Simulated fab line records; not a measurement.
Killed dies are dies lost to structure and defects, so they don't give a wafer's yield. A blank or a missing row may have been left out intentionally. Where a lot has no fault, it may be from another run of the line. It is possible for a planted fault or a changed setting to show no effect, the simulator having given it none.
fab line records + flow gf180mcu
[record]
- lots = 13
- wafers = 36
- last-day = 34
route steps=602 shown LVPWELL@62 HV_LDD@225 V1@349 V2@384
lots untouched by any fault: they come from a run of this same line in which no faults occurred
start-h: start of the lot's first displayed wafer, in hours after the record's first day + wait-h: time in hours since the lot's previous step + " repeats the value in the row above + L1.1+2: a row that stands for several wafers + - no value present, or no start provided + * or withheld: withheld + < > ~ a bound
route shown NAME@n: a module of which the file shows steps, and the number in the route of the first + usual: average and standard deviation across the fault-free wafers + same: alike in all rows + chamber/n: place in a boat + sites: each site's reading + _std_site: standard deviation across them + _edge_site: the outer-site mean with the inner-site mean subtracted + radius-mm: for every site, how far away it sits from the centre of the wafer + mask NAME#n: copy n + behind: the most recent tool/chamber to have shaped the wafer + hold: reason for holding the lot/hours on hold/outcome of the hold + device: the transistor (n, p or np) that didn't switch + end of line: the route-end tests of the same wafers + a step given without rows: its recipe and nothing more + killed: count of dies lost to structure and defects at first sort (not the wafer's yield) + map: a wafer's dies, marking killed ones x, the rest . and places with no die _
set.NAME: the setting that was run; set.NAME@STEP: the one run at that earlier step + model.NAME: the simulator's own value behind a step, which no gauge read
a sample of lots followed through the steps of the route, with each step as a table and each wafer as a row
services: a tool's chamber out of use, with start hour (start-h, from the record's first day; less than 0 if before it), hours out, and reason
[[steps]]
[step GF_LVPWELL_IMPLANT_08]
[recipe]
- species = B
- energy-kev = 170
- dose-cm2 = 1.5e+13
- tilt-deg = 0
[usual]
- beam-on-s = 9.99/0.18
- faraday-current-uA = 84.7/1.5
| lot.wafer | tool         | chamber | start-h | wait-h | beam-on-s | faraday-current-uA |
|-----------|--------------|---------|---------|--------|-----------|--------------------|
| L727.2    | implanter-01 | 0       | 69.95   | 0.0    | 9.99      | 84.6               |
| L727.3    | "            | 0       | "       | "      | 9.77      | 86.2               |
| L727.6    | "            | 0       | "       | "      | 9.73      | 87.0               |
| L729.4    | implanter-02 | 0       | 82.70   | 0.1    | 9.96      | 85.4               |
| L729.5    | "            | 0       | "       | "      | 10.05     | 84.6               |
| L729.6    | "            | 0       | "       | "      | 9.74      | 86.7               |
| L730.2    | implanter-01 | 0       | 88.76   | 0.0    | 9.96      | 84.6               |
| L730.4    | "            | 0       | "       | "      | 10.23     | 82.4               |
| L730.5    | "            | 0       | "       | "      | 9.74      | 86.9               |
| L731.4    | implanter-01 | 0       | 96.80   | 0.1    | 9.77      | 86.7               |
| L731.5    | "            | 0       | "       | "      | 10.01     | 84.0               |
| L731.6    | "            | 0       | "       | "      | 10.04     | 85.1               |
| L736.1    | implanter-03 | 0       | 121.18  | 0.0    | 10.02     | 84.7               |
| L736.4    | "            | 0       | "       | "      | 9.98      | 84.8               |
| L736.5    | "            | 0       | "       | "      | 9.72      | 87.4               |
| L738.4    | implanter-03 | 0       | 132.86  | 0.1    | 10.12     | 83.7               |
| L738.5    | "            | 0       | "       | "      | 9.99      | 84.8               |
| L738.6    | "            | 0       | "       | "      | 9.94      | 85.0               |
| L743.2    | implanter-01 | 0       | 161.51  | 0.0    | 11.46     | 74.0               |
| L743.4    | "            | 0       | "       | "      | 10.16     | 83.8               |
| L744.3    | implanter-01 | 0       | 166.13  | 0.1    | 10.27     | 82.0               |
| L744.5    | "            | 0       | "       | "      | 11.50     | 73.8               |
| L745.2    | implanter-01 | 0       | 171.51  | 0.0    | 11.14     | 76.1               |
| L745.4    | "            | 0       | "       | "      | 9.97      | 85.0               |
| L746.2    | implanter-03 | 0       | 177.81  | 0.0    | 9.84      | 86.3               |
| L746.3    | "            | 0       | "       | "      | 9.78      | 86.6               |
| L746.5    | "            | 0       | "       | "      | 10.09     | 83.7               |
| L747.1    | implanter-02 | 0       | 182.28  | 0.0    | 9.85      | 86.1               |
| L747.3    | "            | 0       | "       | "      | 9.85      | 86.2               |
| L747.5    | "            | 0       | "       | "      | 9.78      | 86.1               |
| L748.3    | implanter-02 | 0       | 188.48  | 0.1    | 9.83      | 86.2               |
| L748.5    | "            | 0       | "       | "      | 9.98      | 84.7               |
| L748.6    | "            | 0       | "       | "      | 9.72      | 87.0               |
| L750.2    | implanter-03 | 0       | 201.41  | 0.0    | 9.64      | 87.5               |
| L750.3    | "            | 0       | "       | "      | 9.83      | 86.1               |
| L750.6    | "            | 0       | "       | "      | 9.75      | 86.6               |
[step GF_LVPWELL_TW_MEAS_11]
[usual]
- LVPWELL_TW = 570/3.8
| lot.wafer | tool          | chamber | start-h | wait-h | LVPWELL_TW |
|-----------|---------------|---------|---------|--------|------------|
| L727.2    | film-metro-03 | -       | 70.34   | 0.1    | 568        |
| L727.3    | "             | -       | "       | "      | 569        |
| L727.6    | "             | -       | "       | "      | 569        |
| L729.4    | film-metro-02 | -       | 83.06   | 0.1    | 568        |
| L729.5    | "             | -       | "       | "      | 569        |
| L729.6    | "             | -       | "       | "      | 568        |
| L730.2    | film-metro-01 | -       | 89.14   | 0.1    | 574        |
| L730.4    | "             | -       | "       | "      | 574        |
| L730.5    | "             | -       | "       | "      | 572        |
| L731.4    | film-metro-02 | -       | 97.16   | 0.1    | 573        |
| L731.5    | "             | -       | "       | "      | 570        |
| L731.6    | "             | -       | "       | "      | 572        |
| L736.1    | film-metro-02 | -       | 121.58  | 0.1    | 575        |
| L736.4    | "             | -       | "       | "      | 576        |
| L736.5    | "             | -       | "       | "      | 572        |
| L738.4    | film-metro-01 | -       | 133.21  | 0.1    | 570        |
| L738.5    | "             | -       | "       | "      | 571        |
| L738.6    | "             | -       | "       | "      | 569        |
| L743.2    | film-metro-03 | -       | 161.89  | 0.1    | 585        |
| L743.4    | "             | -       | "       | "      | 563        |
| L744.3    | film-metro-02 | -       | 166.50  | 0.1    | 570        |
| L744.5    | "             | -       | "       | "      | 594        |
| L745.2    | film-metro-01 | -       | 171.89  | 0.1    | 593        |
| L745.4    | "             | -       | "       | "      | 572        |
| L746.2    | film-metro-02 | -       | 178.19  | 0.1    | 570        |
| L746.3    | "             | -       | "       | "      | 570        |
| L746.5    | "             | -       | "       | "      | 571        |
| L747.1    | film-metro-02 | -       | 182.68  | 0.1    | 573        |
| L747.3    | "             | -       | "       | "      | 571        |
| L747.5    | "             | -       | "       | "      | 571        |
| L748.3    | film-metro-03 | -       | 188.85  | 0.1    | 564        |
| L748.5    | "             | -       | "       | "      | 564        |
| L748.6    | "             | -       | "       | "      | 564        |
| L750.2    | film-metro-01 | -       | 201.79  | 0.1    | 570        |
| L750.3    | "             | -       | "       | "      | 571        |
| L750.6    | "             | -       | "       | "      | 569        |
[step GF_VT_IMPLANT_RS_MEAS_48]
[recipe]
- thk-meas-gauge = four-point-probe
[usual]
- LVPWELL_RS = 1197/3.9
| lot.wafer | tool          | chamber | start-h | wait-h | LVPWELL_RS[ohm/sq] |
|-----------|---------------|---------|---------|--------|--------------------|
| L727.2    | film-metro-02 | -       | 163.25  | 0.1    | 1199               |
| L727.3    | "             | -       | "       | "      | 1201               |
| L727.6    | "             | -       | "       | "      | 1198               |
| L729.4    | film-metro-03 | -       | 179.53  | 0.1    | 1191               |
| L729.5    | "             | -       | "       | "      | 1194               |
| L729.6    | "             | -       | "       | "      | 1194               |
| L730.2    | film-metro-02 | -       | 186.05  | 0.1    | 1199               |
| L730.4    | "             | -       | "       | "      | 1199               |
| L730.5    | "             | -       | "       | "      | 1198               |
| L731.4    | film-metro-02 | -       | 196.08  | 0.1    | 1196               |
| L731.5    | "             | -       | "       | "      | 1196               |
| L731.6    | "             | -       | "       | "      | 1196               |
| L736.1    | film-metro-01 | -       | 224.07  | 0.1    | 1199               |
| L736.4    | "             | -       | "       | "      | 1200               |
| L736.5    | "             | -       | "       | "      | 1198               |
| L738.4    | film-metro-03 | -       | 238.53  | 0.1    | 1192               |
| L738.5    | "             | -       | "       | "      | 1195               |
| L738.6    | "             | -       | "       | "      | 1196               |
| L743.2    | film-metro-01 | -       | 270.75  | 0.1    | 1117               |
| L743.4    | "             | -       | "       | "      | 1199               |
| L744.3    | film-metro-01 | -       | 277.21  | 0.1    | 1201               |
| L744.5    | "             | -       | "       | "      | 1118               |
| L745.2    | film-metro-03 | -       | 284.70  | 0.1    | 1110               |
| L745.4    | "             | -       | "       | "      | 1192               |
| L746.2    | film-metro-01 | -       | 289.05  | 0.1    | 1201               |
| L746.3    | "             | -       | "       | "      | 1199               |
| L746.5    | "             | -       | "       | "      | 1203               |
| L747.1    | film-metro-02 | -       | 296.23  | 0.1    | 1195               |
| L747.3    | "             | -       | "       | "      | 1195               |
| L747.5    | "             | -       | "       | "      | 1195               |
| L748.3    | film-metro-02 | -       | 305.42  | 0.1    | 1201               |
| L748.5    | "             | -       | "       | "      | 1202               |
| L748.6    | "             | -       | "       | "      | 1202               |
| L750.2    | film-metro-02 | -       | 319.20  | 0.1    | 1199               |
| L750.3    | "             | -       | "       | "      | 1200               |
| L750.6    | "             | -       | "       | "      | 1201               |
[step GF_HV_LDD_STRIP_49]
[recipe]
- chemistry = O2/N2
- power-w = 1400
- pressure-mtorr = 1500
- platen-temp-c = 250
- o2-flow-sccm = 3000
- n2-flow-sccm = 300
- overash-fraction = 0.5
[usual]
- drypump-motor-current-A = 5.8/0.48
- heater-power-w = 344/51
- oes-product-au = 0.716/0.0039
- strip-time-to-endpoint-s = 12.61/0.034
| lot.wafer | tool            | chamber | start-h | wait-h | drypump-motor-current-A | heater-power-w | oes-product-au | rf-hours-counter-h | strip-time-to-endpoint-s |
|-----------|-----------------|---------|---------|--------|-------------------------|----------------|----------------|--------------------|--------------------------|
| L727.2    | plasma-asher-03 | 0       | 283.19  | 0.1    | 5.7                     | 357            | 0.716          | 56                 | 12.59                    |
| L727.3    | "               | 1       | "       | "      | 5.9                     | 292            | 0.722          | -                  | 12.58                    |
| L727.6    | "               | 1       | "       | "      | 5.9                     | 289            | 0.709          | -                  | 12.58                    |
| L729.4    | plasma-asher-02 | 0       | 305.68  | 0.1    | 6.0                     | 360            | 0.712          | -                  | 12.62                    |
| L729.5    | "               | 0       | "       | "      | 6.0                     | 338            | 0.717          | -                  | 12.60                    |
| L729.6    | "               | 1       | "       | "      | 6.6                     | 388            | 0.715          | -                  | 12.58                    |
| L730.2    | plasma-asher-03 | 1       | 310.50  | 0.1    | 6.0                     | 297            | 0.712          | 59                 | 12.58                    |
| L730.4    | "               | 0       | "       | "      | 5.6                     | 348            | 0.714          | -                  | 12.60                    |
| L730.5    | "               | 1       | "       | "      | 6.0                     | 289            | 0.719          | -                  | 12.60                    |
| L731.4    | plasma-asher-01 | 1       | 323.08  | 0.1    | 5.7                     | 422            | 0.710          | -                  | 12.62                    |
| L731.5    | "               | 0       | "       | "      | 4.9                     | 287            | 0.711          | -                  | 12.58                    |
| L731.6    | "               | 1       | "       | "      | 5.8                     | 428            | 0.714          | -                  | 12.56                    |
| L736.1    | plasma-asher-02 | 1       | 355.95  | 0.1    | 6.7                     | 404            | 0.715          | 75                 | 12.55                    |
| L736.4    | "               | 1       | "       | "      | 6.7                     | 388            | 0.714          | -                  | 12.56                    |
| L736.5    | "               | 0       | "       | "      | 6.0                     | 344            | 0.717          | -                  | 12.54                    |
| L738.4    | plasma-asher-03 | 1       | 373.48  | 0.1    | 5.9                     | 290            | 0.713          | -                  | 12.63                    |
| L738.5    | "               | 0       | "       | "      | 5.7                     | 346            | 0.713          | -                  | 12.58                    |
| L738.6    | "               | 1       | "       | "      | 5.9                     | 291            | 0.714          | -                  | 12.62                    |
| L743.2    | plasma-asher-01 | 0       | 410.96  | 0.1    | 4.9                     | 288            | 0.717          | 28                 | 12.61                    |
| L743.4    | "               | 1       | "       | "      | 5.8                     | 423            | 0.720          | -                  | 12.62                    |
| L744.3    | plasma-asher-01 | 0       | 422.83  | 0.1    | 4.9                     | 293            | 0.714          | -                  | 12.60                    |
| L744.5    | "               | 0       | "       | "      | 4.9                     | 298            | 0.710          | -                  | 12.62                    |
| L745.2    | plasma-asher-01 | 0       | 427.85  | 0.1    | 4.9                     | 293            | 0.713          | 30                 | 12.65                    |
| L745.4    | "               | 1       | "       | "      | 5.7                     | 419            | 0.712          | -                  | 12.64                    |
| L746.2    | plasma-asher-03 | 1       | 434.24  | 0.1    | 5.9                     | 287            | 0.713          | 1                  | 12.60                    |
| L746.3    | "               | 1       | "       | "      | 5.9                     | 293            | 0.719          | -                  | 12.60                    |
| L746.5    | "               | 0       | "       | "      | 5.7                     | 334            | 0.716          | -                  | 12.57                    |
| L747.1    | plasma-asher-01 | 1       | 441.24  | 0.1    | 5.8                     | 426            | 0.717          | 31                 | 12.66                    |
| L747.3    | "               | 0       | "       | "      | 4.9                     | 290            | 0.713          | -                  | 12.66                    |
| L747.5    | "               | 0       | "       | "      | 4.9                     | 291            | 0.715          | -                  | 12.64                    |
| L748.3    | plasma-asher-03 | 1       | 454.98  | 0.1    | 5.9                     | 283            | 0.713          | -                  | 12.56                    |
| L748.5    | "               | 1       | "       | "      | 6.0                     | 288            | 0.712          | -                  | 12.57                    |
| L748.6    | "               | 0       | "       | "      | 5.7                     | 326            | 0.716          | -                  | 12.57                    |
| L750.2    | plasma-asher-01 | 1       | 465.64  | 0.1    | 5.8                     | 417            | 0.720          | 34                 | 12.65                    |
| L750.3    | "               | 1       | "       | "      | 5.8                     | 431            | 0.713          | -                  | 12.58                    |
| L750.6    | "               | 1       | "       | "      | 5.7                     | 431            | 0.725          | -                  | 12.60                    |
[step GF_V1_CD_MEAS_14]
[recipe]
- target-cd-nm = 260
[usual]
- cd-nm = 259.8/1.2
| lot.wafer | tool      | chamber | start-h | wait-h | cd-nm |
|-----------|-----------|---------|---------|--------|-------|
| L727.2    | cd-sem-02 | -       | 425.71  | 0.1    | 260.5 |
| L727.3    | "         | -       | "       | "      | 259.7 |
| L727.6    | "         | -       | "       | "      | 260.6 |
| L729.4    | cd-sem-02 | -       | 453.55  | 0.1    | 260.2 |
| L729.5    | "         | -       | "       | "      | 258.1 |
| L729.6    | "         | -       | "       | "      | 259.4 |
| L730.2    | cd-sem-02 | -       | 457.56  | 0.1    | 258.6 |
| L730.4    | "         | -       | "       | "      | 259.7 |
| L730.5    | "         | -       | "       | "      | 258.9 |
| L731.4    | cd-sem-02 | -       | 475.00  | 0.1    | 260.5 |
| L731.5    | "         | -       | "       | "      | 261.1 |
| L731.6    | "         | -       | "       | "      | 262.1 |
| L736.1    | cd-sem-02 | -       | 506.24  | 0.1    | 260.0 |
| L736.4    | "         | -       | "       | "      | 261.7 |
| L736.5    | "         | -       | "       | "      | 261.1 |
| L738.4    | cd-sem-02 | -       | 525.08  | 0.2    | 259.6 |
| L738.5    | "         | -       | "       | "      | 259.6 |
| L738.6    | "         | -       | "       | "      | 259.5 |
| L743.2    | cd-sem-01 | -       | 564.51  | 0.1    | 261.3 |
| L743.4    | "         | -       | "       | "      | 259.6 |
| L744.3    | cd-sem-02 | -       | 572.13  | 0.1    | 260.3 |
| L744.5    | "         | -       | "       | "      | 259.8 |
| L745.2    | cd-sem-02 | -       | 578.37  | 0.2    | 260.3 |
| L745.4    | "         | -       | "       | "      | 260.3 |
| L746.2    | cd-sem-01 | -       | 582.76  | 0.1    | 260.6 |
| L746.3    | "         | -       | "       | "      | 261.5 |
| L746.5    | "         | -       | "       | "      | 262.9 |
| L747.1    | cd-sem-02 | -       | 589.04  | 0.1    | 259.2 |
| L747.3    | "         | -       | "       | "      | 259.9 |
| L747.5    | "         | -       | "       | "      | 258.2 |
| L748.3    | cd-sem-01 | -       | 602.78  | 0.1    | 259.6 |
| L748.5    | "         | -       | "       | "      | 260.3 |
| L748.6    | "         | -       | "       | "      | 260.4 |
| L750.2    | cd-sem-01 | -       | 610.91  | 0.1    | 260.5 |
| L750.3    | "         | -       | "       | "      | 259.9 |
| L750.6    | "         | -       | "       | "      | 260.3 |
[step GF_V2_CVD_02]
[recipe]
- material = SiO2
- target-thk-nm = 850
- precursor = TEOS
- temp-c = 400
- time-s = 94.851
- rf-w = 600
[usual]
- heater-power-w = 682/80
- susceptor-temp-C = 399.96/0.21
| lot.wafer | tool     | chamber | start-h | wait-h | heater-power-w | susceptor-temp-C |
|-----------|----------|---------|---------|--------|----------------|------------------|
| L727.2    | pecvd-01 | 2       | 453.35  | 0.0    | 563            | 399.84           |
| L727.3    | "        | 1       | "       | "      | 617            | 399.69           |
| L727.6    | "        | 2       | "       | "      | 593            | 400.28           |
| L729.4    | pecvd-01 | 1       | 480.77  | 0.1    | 585            | 399.45           |
| L729.5    | "        | 2       | "       | "      | 590            | 399.96           |
| L729.6    | "        | 0       | "       | "      | 718            | 400.09           |
| L730.2    | pecvd-01 | 1       | 484.45  | 0.0    | 712            | 400.23           |
| L730.4    | "        | 0       | "       | "      | 701            | 400.10           |
| L730.5    | "        | 1       | "       | "      | 747            | 399.91           |
| L731.4    | pecvd-03 | 1       | 501.47  | 0.1    | 754            | 400.13           |
| L731.5    | "        | 0       | "       | "      | 765            | 399.93           |
| L731.6    | "        | 2       | "       | "      | 742            | 399.92           |
| L736.1    | pecvd-02 | 0       | 532.78  | 0.1    | 779            | 399.79           |
| L736.4    | "        | 0       | "       | "      | 617            | 400.15           |
| L736.5    | "        | 1       | "       | "      | 739            | 400.00           |
| L738.4    | pecvd-02 | 0       | 551.04  | 0.1    | 721            | 400.12           |
| L738.5    | "        | 1       | "       | "      | 621            | 399.99           |
| L738.6    | "        | 2       | "       | "      | 646            | 400.07           |
| L743.2    | pecvd-03 | 0       | 588.74  | 0.0    | 704            | 399.91           |
| L743.4    | "        | 0       | "       | "      | 756            | 400.16           |
| L744.3    | pecvd-02 | 0       | 595.44  | 0.0    | 694            | 400.02           |
| L744.5    | "        | 1       | "       | "      | 768            | 400.10           |
| L745.2    | pecvd-03 | 1       | 602.69  | 0.0    | 736            | 399.89           |
| L745.4    | "        | 1       | "       | "      | 780            | 400.25           |
| L746.2    | pecvd-02 | 1       | 606.54  | 0.0    | 748            | 400.10           |
| L746.3    | "        | 2       | "       | "      | 694            | 400.41           |
| L746.5    | "        | 1       | "       | "      | 788            | 399.99           |
| L747.1    | pecvd-01 | 2       | 613.24  | 0.1    | 562            | 399.41           |
| L747.3    | "        | 1       | "       | "      | 717            | 400.34           |
| L747.5    | "        | 2       | "       | "      | 602            | 399.91           |
| L748.3    | pecvd-02 | 0       | 626.62  | 0.0    | 644            | 399.77           |
| L748.5    | "        | 1       | "       | "      | 728            | 399.90           |
| L748.6    | "        | 0       | "       | "      | 712            | 399.48           |
| L750.2    | pecvd-01 | 1       | 634.38  | 0.0    | 731            | 399.97           |
| L750.3    | "        | 2       | "       | "      | 595            | 399.98           |
| L750.6    | "        | 2       | "       | "      | 633            | 399.94           |
[[services]]
| tool            | chamber | start-h | hours | kind   |
|-----------------|---------|---------|-------|--------|
| pecvd-01        | 1       | 50.16   | 4.2   | repair |
| implanter-01    | -       | 56.33   | 5.5   | pm     |
| plasma-asher-03 | -       | 97.33   | 2.8   | pm     |
| pecvd-01        | -       | 106.44  | 0.7   | repair |
| plasma-asher-01 | -       | 108.75  | 9.0   | pm     |
| implanter-01    | -       | 109.76  | 4.3   | repair |
| pecvd-01        | -       | 125.07  | 5.3   | repair |
| plasma-asher-01 | -       | 143.98  | 14.6  | pm     |
| pecvd-01        | 2       | 173.12  | 2.6   | repair |
| plasma-asher-03 | -       | 196.36  | 0.3   | repair |
| plasma-asher-03 | -       | 253.89  | 1.1   | repair |
| pecvd-01        | 2       | 293.58  | 9.9   | repair |
| plasma-asher-01 | -       | 354.38  | 2.8   | pm     |
| plasma-asher-03 | -       | 354.69  | 1.9   | repair |
| plasma-asher-01 | -       | 369.13  | 6.1   | repair |
| plasma-asher-01 | -       | 374.88  | 0.7   | repair |
| pecvd-01        | -       | 412.94  | 1.2   | repair |
| plasma-asher-03 | -       | 421.25  | 9.0   | pm     |
| plasma-asher-01 | -       | 430.14  | 5.6   | repair |
| plasma-asher-01 | -       | 468.72  | 3.4   | repair |
| pecvd-01        | -       | 482.40  | 1.4   | repair |
| plasma-asher-03 | -       | 483.96  | 2.0   | repair |
| implanter-01    | -       | 485.44  | 4.3   | repair |
| pecvd-01        | -       | 486.17  | 0.8   | pm     |
[[key]]
[first-sign]
- step = GF_LVPWELL_IMPLANT_08
- reading = beam-on-s
- direction = up
- sigmas = 7.5
- usual = 9.99
- struck = 11.37
[effect]
- step = GF_LVPWELL_IMPLANT_08
- reading = faraday-current-uA
- direction = down
- sigmas = 6.5
- usual = 84.7
- struck = 74.6
[effect]
- step = GF_LVPWELL_TW_MEAS_11
- reading = LVPWELL_TW
- direction = up
- sigmas = 5.5
- usual = 570
- struck = 591
[effect]
- step = GF_VT_IMPLANT_RS_MEAS_48
- reading = LVPWELL_RS
- direction = down
- sigmas = 21
- usual = 1197
- struck = 1115
met-at GF_LVPWELL_IMPLANT_08
struck-lots L743,L744,L745
struck-wafers L743.2,L744.5,L745.2
tester-left-out L743,L744,L745
not-acting-at GF_HV_LDD_STRIP_49,GF_V1_CD_MEAS_14,GF_V2_CVD_02
onset-between 96.80 161.51
[fault]
- kind = process-parameter-drift
- tool = implanter-01
- chamber = -
- onset-h = 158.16
- steps = GF_LVPWELL_IMPLANT_08
- channel = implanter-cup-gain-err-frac
- offset = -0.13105
- shape = step
- end-h = 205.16
- scope = struck-wafers-only
// tester-left-out: of these lots the tester's yield and bins aren't shown, on N5 and GAA mostly nor the transistor test; their killed dies are dies lost to structure and defects alone, not to doping, threshold or leakage, so they don't give the yield
